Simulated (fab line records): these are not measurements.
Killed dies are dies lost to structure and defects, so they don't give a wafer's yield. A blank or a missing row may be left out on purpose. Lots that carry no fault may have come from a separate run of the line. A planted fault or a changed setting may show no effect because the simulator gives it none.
One fault through the eyes of 2 desks :: flow gf180mcu :: every desk sees just its own numbers, and what lay behind them comes last

== THE METROLOGY DESK ==
Lot by lot, what the gauges showed, no matter which tool ran the lot: averages of those sampled wafers that carry a number. Any lot whose mean is over 4 standard deviations away from the usual mean is out of limits and marked OUT; that distance is given in the brackets.
Columns: A = V4_W_RS at GF_V4_RS_MEAS_24, usual 0.329 ohm/sq
lot: L328
first seen here: day 24 19:24
A: 0.323

lot: L329
first seen here: day 25 04:56
A: 0.327

lot: L330
first seen here: day 25 08:25
A: 0.327

lot: L336
first seen here: day 27 06:57
A: 0.332

lot: L340
first seen here: day 29 00:44
A: 0.325

lot: L343
first seen here: day 29 13:43
A: 0.326

lot: L344
first seen here: day 29 22:01
A: 0.334

lot: L345
first seen here: day 30 05:34
A: 0.340

lot: L347
first seen here: day 30 15:54
A: 0.323

lot: L348
first seen here: day 31 00:13
A: 0.324

lot: L349
first seen here: day 31 06:01
A: 0.336
Result from this desk: across the 11 lots, nothing is out of limits.

== THE TOOL OWNER'S DESK: rie-metal-02 ==
The tool's own readings at GF_MIM_METAL_ETCH_19 (etches the open film in Cl2/BCl3, stops on Si3N4, target depth 324.5 nm, time 54.1 s): means of the sampled wafers that have a number, for each lot that ran on this tool. Any lot whose mean is over 4 standard deviations away from the usual mean is out of limits and marked OUT; that distance is given in the brackets.
Columns: A = drypump-motor-current-A at GF_MIM_METAL_ETCH_19, usual 6.0 A; B = oes-product-au at GF_MIM_METAL_ETCH_19, usual 0.944 a.u.; C = throttle-valve-pct at GF_MIM_METAL_ETCH_19, usual 28.281 %
lot: L328
first seen here: day 25 17:21
A: 5.9
B: 0.953
C: 28.272

lot: L329
first seen here: day 26 03:05
A: 5.8
B: 0.938
C: 28.288

lot: L330
first seen here: day 26 06:11
A: 6.2
B: 0.946
C: 28.273

lot: L340
first seen here: day 29 20:18
A: 6.1
B: 0.946
C: 28.281

lot: L344
first seen here: day 30 16:31
A: 5.8
B: 0.939
C: 28.281

lot: L345
first seen here: day 31 00:14
A: 5.8
B: 0.940
C: 28.285

lot: L349
first seen here: day 32 00:05
A: 5.8
B: 0.950
C: 28.276
Result from this desk: across the 7 lots, nothing is out of limits.

== ALL TOGETHER ==
The metrology desk saw nothing out of limits.
Nothing out of limits was seen by the tool owner's desk.

== WHAT WAS PUT IN BY THE SIMULATOR ==
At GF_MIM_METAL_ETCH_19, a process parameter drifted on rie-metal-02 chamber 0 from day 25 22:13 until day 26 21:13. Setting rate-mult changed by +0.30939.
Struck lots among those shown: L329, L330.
